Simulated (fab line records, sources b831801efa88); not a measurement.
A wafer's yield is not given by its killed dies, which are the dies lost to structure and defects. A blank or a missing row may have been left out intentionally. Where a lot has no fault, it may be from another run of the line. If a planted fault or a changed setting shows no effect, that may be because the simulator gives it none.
fab line records	flow sky130
record: lots: 14	wafers: 42	lastDay: 51
route steps=708 shown VIA2@530 METAL3@560 VIA3@574
lots that met no fault: from a run of the same line without faults
startH: start of the lot's first displayed wafer, in hours after the record's first day	waitH: time in hours since the lot's previous step	" repeats the value in the row above	L1.1+2: a row that stands for several wafers	- no value, or no start given	* or withheld: withheld	< > ~ a bound
route shown NAME@n: NAME is a module with steps in the file, n the number in the route of the first one	usual: average and standard deviation across the fault-free wafers	same: alike in all rows	chamber/n: place in a boat	sites: each site's reading	_std_site: the values' standard deviation	_edge_site: mean of outer sites minus mean of inner sites	radiusMm: for every site, how far away it sits from the centre of the wafer	mask NAME#n: copy n	behind: the tool/chamber that last shaped the wafer	hold: reason for holding the lot/hours on hold/outcome of the hold	device: transistor that didn't switch, given as n, p or np	end of line: the same wafers' tests at the end of the route	for a step that has no rows: nothing shown but its recipe	killed: count of dies lost to structure and defects at first sort (not the wafer's yield)	map: dies across one wafer; x = killed, . = not, _ = none there
set.NAME: the setting the step ran with; set.NAME@STEP: the setting that earlier step ran with	model.NAME: the simulator's own value behind a step, which no gauge read
steps of the route over a sample of lots; a table a step, a row a wafer
services: the hour from which a tool's chamber was out of use, counted from the record's first day as startH (under 0 if before that day), plus the number of hours and why
== steps ==
step: SKY_VIA2_THK_MEAS_23
recipe: thkMeasGauge: xrf	reads: W_of_VIA2_CVD_21
usual: VIA2_W_THK: 430/8.8
lot.wafer	tool	chamber	startH	waitH	VIA2_W_THK[nm]
L236.1	filmMetro-02	-	923.82	0.1	417
L236.2	"	-	"	"	418
L236.5	"	-	"	"	418
L237.4	filmMetro-02	-	927.64	0.1	427
L237.5	"	-	"	"	429
L237.6	"	-	"	"	445
L238.2	filmMetro-02	-	929.97	0.1	427
L238.3	"	-	"	"	417
L238.6	"	-	"	"	425
L240.2	filmMetro-02	-	946.36	0.1	426
L240.3	"	-	"	"	426
L240.5	"	-	"	"	433
L241.1	filmMetro-02	-	953.27	0.1	425
L241.3	"	-	"	"	427
L241.6	"	-	"	"	430
L242.2	filmMetro-02	-	956.63	0.1	432
L242.4	"	-	"	"	425
L242.6	"	-	"	"	448
L245.2	filmMetro-02	-	984.03	0.1	433
L245.3	"	-	"	"	439
L245.6	"	-	"	"	423
L248.1	filmMetro-02	-	994.55	0.1	420
L248.5	"	-	"	"	427
L248.6	"	-	"	"	425
L250.2	filmMetro-03	-	1007.19	0.1	426
L250.3	"	-	"	"	429
L250.6	"	-	"	"	431
L252.2	filmMetro-03	-	1019.31	0.1	438
L252.3	"	-	"	"	441
L252.4	"	-	"	"	443
L253.1	filmMetro-02	-	1023.89	0.1	430
L253.2	"	-	"	"	430
L253.6	"	-	"	"	430
L254.1	filmMetro-02	-	1033.45	0.1	420
L254.2	"	-	"	"	424
L254.4	"	-	"	"	426
L255.2	filmMetro-02	-	1038.81	0.1	427
L255.3	"	-	"	"	422
L255.6	"	-	"	"	431
L256.1	filmMetro-02	-	1043.56	0.1	425
L256.2	"	-	"	"	425
L256.3	"	-	"	"	425
step: SKY_METAL3_EXPOSE_10
recipe: maskId: MM3	na: 0.68	sourceShape: annular	sigmaInner: 0.4	sigmaOuter: 0.8	targetCdNm: 300	doseMj: 28
usual: exposureDoseMJCm2: 28.03/0.16	focusOffsetNm: 0.1/0.58	na: 0.68/0	stageVelMmS: 500.07/0.25
lot.wafer	tool	chamber	startH	waitH	mask	exposureDoseMJCm2	focusOffsetNm	na	stageVelMmS
L236.1	krfScanner-01	0	963.08	-	MM3#0	27.93	0.0	0.68	499.77
L236.2	"	0	"	"	MM3#0	27.92	0.0	0.68	499.35
L236.5	"	0	"	"	MM3#0	27.96	0.0	0.68	500.01
L237.4	krfScanner-01	0	966.46	-	MM3#0	27.91	-0.7	0.68	500.78
L237.5	"	0	"	"	MM3#0	27.90	-0.5	0.68	500.29
L237.6	"	0	"	"	MM3#0	27.97	-0.4	0.68	500.34
L238.2	krfScanner-01	0	969.07	-	MM3#0	27.91	-0.1	0.68	500.22
L238.3	"	0	"	"	MM3#0	27.93	0.3	0.68	499.64
L238.6	"	0	"	"	MM3#0	27.90	0.3	0.68	499.84
L240.2	krfScanner-01	0	985.06	-	MM3#0	27.88	1.0	0.68	499.89
L240.3	"	0	"	"	MM3#0	27.90	0.4	0.68	499.94
L240.5	"	0	"	"	MM3#0	27.92	0.8	0.68	499.87
L241.1	krfScanner-02	0	992.08	-	MM3#0	28.24	-0.4	0.68	500.25
L241.3	"	0	"	"	MM3#0	28.26	-0.4	0.68	500.10
L241.6	"	0	"	"	MM3#0	28.15	-0.8	0.68	500.27
L242.2	krfScanner-02	0	996.27	-	MM3#0	28.22	-0.2	0.68	500.25
L242.4	"	0	"	"	MM3#0	28.24	0.2	0.68	499.82
L242.6	"	0	"	"	MM3#0	28.19	0.2	0.68	500.10
L245.2	krfScanner-01	0	1022.35	-	MM3#0	27.88	0.2	0.68	499.98
L245.3	"	0	"	"	MM3#0	27.89	-0.6	0.68	500.47
L245.6	"	0	"	"	MM3#0	27.88	-0.5	0.68	500.31
L248.1	krfScanner-01	0	1032.35	-	MM3#0	27.91	-0.2	0.68	499.72
L248.5	"	0	"	"	MM3#0	27.92	-0.4	0.68	499.66
L248.6	"	0	"	"	MM3#0	27.91	-0.3	0.68	499.81
L250.2	krfScanner-01	0	1044.06	-	MM3#0	27.88	1.0	0.68	499.97
L250.3	"	0	"	"	MM3#0	27.93	0.2	0.68	500.17
L250.6	"	0	"	"	MM3#0	27.89	0.9	0.68	499.95
L252.2	krfScanner-02	-	1055.45	-	MM3#0	-	-	-	-
L252.3	"	-	"	"	MM3#0	-	-	-	-
L252.4	"	-	"	"	MM3#0	-	-	-	-
L253.1	krfScanner-01	-	1060.26	-	MM3#0	-	-	-	-
L253.2	"	-	"	"	MM3#0	-	-	-	-
L253.6	"	-	"	"	MM3#0	-	-	-	-
L254.1	krfScanner-01	0	1069.95	-	MM3#0	27.92	0.1	0.68	499.99
L254.2	"	0	"	"	MM3#0	27.95	1.9	0.68	499.75
L254.4	"	0	"	"	MM3#0	27.91	0.9	0.68	500.10
L255.2	krfScanner-02	0	1074.90	-	MM3#0	28.19	0.2	0.68	499.87
L255.3	"	0	"	"	MM3#0	28.19	0.5	0.68	500.06
L255.6	"	0	"	"	MM3#0	28.22	0.4	0.68	500.06
L256.1	krfScanner-02	0	1079.99	-	MM3#0	28.31	-0.1	0.68	500.16
L256.2	"	0	"	"	MM3#0	28.28	-0.7	0.68	500.00
L256.3	"	0	"	"	MM3#0	28.28	-0.4	0.68	500.10
step: SKY_METAL3_DESCUM_15
recipe: chemistry: O2	sourcePowerW: 150	biasPowerW: 0	pressureMtorr: 10	tempC: 40	timeS: 8
usual: drypumpMotorCurrentA: 5.7/0.38	oesProductAu: 0.996/0.0094	tempC: 40.00/0.11
same: biasPowerW: 0
lot.wafer	tool	chamber	startH	waitH	drypumpMotorCurrentA	oesProductAu	rfHoursCounterH	tempC
L236.1	rieMetal-01	1	976.84	0.0	5.1	1.020	21	40.05
L236.2	"	0	"	"	5.8	0.994	6	39.94
L236.5	"	0	"	"	5.8	0.998	-	40.01
L237.4	rieMetal-04	1	979.44	0.0	5.8	1.007	-	39.97
L237.5	"	1	"	"	5.8	1.000	-	39.84
L237.6	"	0	"	"	5.6	0.984	-	40.02
L238.2	rieMetal-01	1	982.06	0.0	5.1	1.022	21	40.11
L238.3	"	1	"	"	5.1	1.028	-	40.04
L238.6	"	1	"	"	5.1	1.017	-	40.10
L240.2	rieMetal-04	0	997.96	0.0	5.5	0.971	4	39.97
L240.3	"	1	"	"	5.8	1.001	-	40.10
L240.5	"	1	"	"	5.9	1.005	-	40.08
L241.1	rieMetal-04	1	1004.96	0.0	5.9	0.997	8	40.02
L241.3	"	1	"	"	5.8	1.001	-	39.89
L241.6	"	0	"	"	5.5	0.983	-	39.92
L242.2	rieMetal-02	0	1008.86	0.0	5.3	0.989	9	39.91
L242.4	"	0	"	"	5.3	0.988	-	40.09
L242.6	"	0	"	"	5.3	1.005	-	39.83
L245.2	rieMetal-04	1	1034.41	0.0	5.9	1.009	10	39.95
L245.3	"	1	"	"	5.9	0.998	-	39.96
L245.6	"	0	"	"	5.6	0.993	-	40.09
L248.1	rieMetal-02	0	1043.26	0.0	5.4	1.005	11	39.85
L248.5	"	1	"	"	6.3	1.002	-	39.95
L248.6	"	0	"	"	5.4	0.995	-	39.88
L250.2	rieMetal-02	0	1055.81	0.0	5.4	1.002	11	40.17
L250.3	"	1	"	"	6.3	1.004	-	39.99
L250.6	"	0	"	"	5.4	0.995	-	39.97
L252.2	rieMetal-04	1	1065.44	0.0	5.8	1.000	12	39.98
L252.3	"	1	"	"	5.9	1.000	-	40.01
L252.4	"	0	"	"	5.6	0.984	-	40.09
L253.1	rieMetal-01	1	1071.86	0.0	5.1	0.991	1	39.92
L253.2	"	0	"	"	5.8	1.007	13	39.69
L253.6	"	1	"	"	5.1	0.991	-	39.95
L254.1	rieMetal-02	0	1081.51	0.0	5.4	0.987	12	40.12
L254.2	"	1	"	"	6.3	0.987	18	40.20
L254.4	"	0	"	"	5.3	1.001	-	40.05
L255.2	rieMetal-01	1	1085.46	0.0	5.1	1.000	2	40.08
L255.3	"	0	"	"	5.8	0.989	-	39.87
L255.6	"	1	"	"	5.1	0.990	-	39.85
L256.1	rieMetal-02	0	1090.56	0.0	5.4	0.994	13	39.91
L256.2	"	1	"	"	6.3	0.991	19	40.00
L256.3	"	0	"	"	5.4	0.991	-	39.77
step: SKY_VIA3_THK_MEAS_01
recipe: reads: SiO2_of_VIA3_HDPCVD_00
usual: VIA3_HDPCVD_THK: 1638/14
lot.wafer	tool	chamber	startH	waitH	VIA3_HDPCVD_THK[nm]
L236.1	filmMetro-03	-	977.97	0.1	1649
L236.2	"	-	"	"	1646
L236.5	"	-	"	"	1640
L237.4	filmMetro-04	-	980.67	0.1	1659
L237.5	"	-	"	"	1649
L237.6	"	-	"	"	1655
L238.2	filmMetro-04	-	983.24	0.2	1616
L238.3	"	-	"	"	1635
L238.6	"	-	"	"	1629
L240.2	filmMetro-03	-	999.18	0.2	1631
L240.3	"	-	"	"	1618
L240.5	"	-	"	"	1650
L241.1	filmMetro-04	-	1006.17	0.2	1596
L241.3	"	-	"	"	1638
L241.6	"	-	"	"	1624
L242.2	filmMetro-04	-	1009.97	0.1	1641
L242.4	"	-	"	"	1666
L242.6	"	-	"	"	1653
L245.2	filmMetro-04	-	1035.56	0.2	1629
L245.3	"	-	"	"	1651
L245.6	"	-	"	"	1654
L248.1	filmMetro-03	-	1044.38	0.1	1617
L248.5	"	-	"	"	1642
L248.6	"	-	"	"	1650
L250.2	filmMetro-04	-	1056.91	0.1	1638
L250.3	"	-	"	"	1644
L250.6	"	-	"	"	1653
L254.1	filmMetro-01	-	1082.60	0.1	1637
L254.2	"	-	"	"	1642
L254.4	"	-	"	"	1659
L255.2	filmMetro-01	-	1086.58	0.1	1658
L255.3	"	-	"	"	1651
L255.6	"	-	"	"	1631
L256.1	filmMetro-04	-	1091.65	0.1	1636
L256.2	"	-	"	"	1658
L256.3	"	-	"	"	1651
== services ==
tool	chamber	startH	hours	kind
krfScanner-01	-	951.47	1.3	pm
krfScanner-02	0	976.21	-	calibration
krfScanner-02	-	999.16	1.0	pm
rieMetal-01	-	1006.51	2.8	pm
krfScanner-01	0	1039.10	-	calibration
rieMetal-01	1	1041.61	-	clean
rieMetal-01	1	1041.61	19.9	scheduledDown
rieMetal-01	1	1041.61	19.9	ventCycle
krfScanner-02	-	1042.14	0.8	pm
krfScanner-02	-	1044.61	0.8	pm
krfScanner-01	-	1052.55	0.8	pm
krfScanner-01	-	1060.43	1.0	pm
== key ==
firstSign: step: SKY_METAL3_EXPOSE_10	reading: toolRecord	direction: missing
effect none on later readings
metAt SKY_METAL3_EXPOSE_10
struckLots L252,L253
laterRowsLeftOut L252.2,L252.3,L252.4,L253.1,L253.2,L253.6
sortLeftOut L252.2,L252.3,L252.4,L253.1,L253.2,L253.6
notActingAt SKY_VIA2_THK_MEAS_23,SKY_METAL3_DESCUM_15,SKY_VIA3_THK_MEAS_01
onsetBetween 1044.06 1055.45
fault: kind: skippedStepWhole	tool: krfScanner-01,krfScanner-02	chamber: -	onsetH: 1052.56	steps: SKY_METAL3_EXPOSE_10	scope: struckLotsOnly
sortLeftOut: the simulated sort isn't trusted on such a fault, so these wafers' sort isn't shown, and their yield isn't known
laterRowsLeftOut: the simulator's readings of these wafers behind a module that went badly wrong aren't trusted and aren't shown, but for the sort
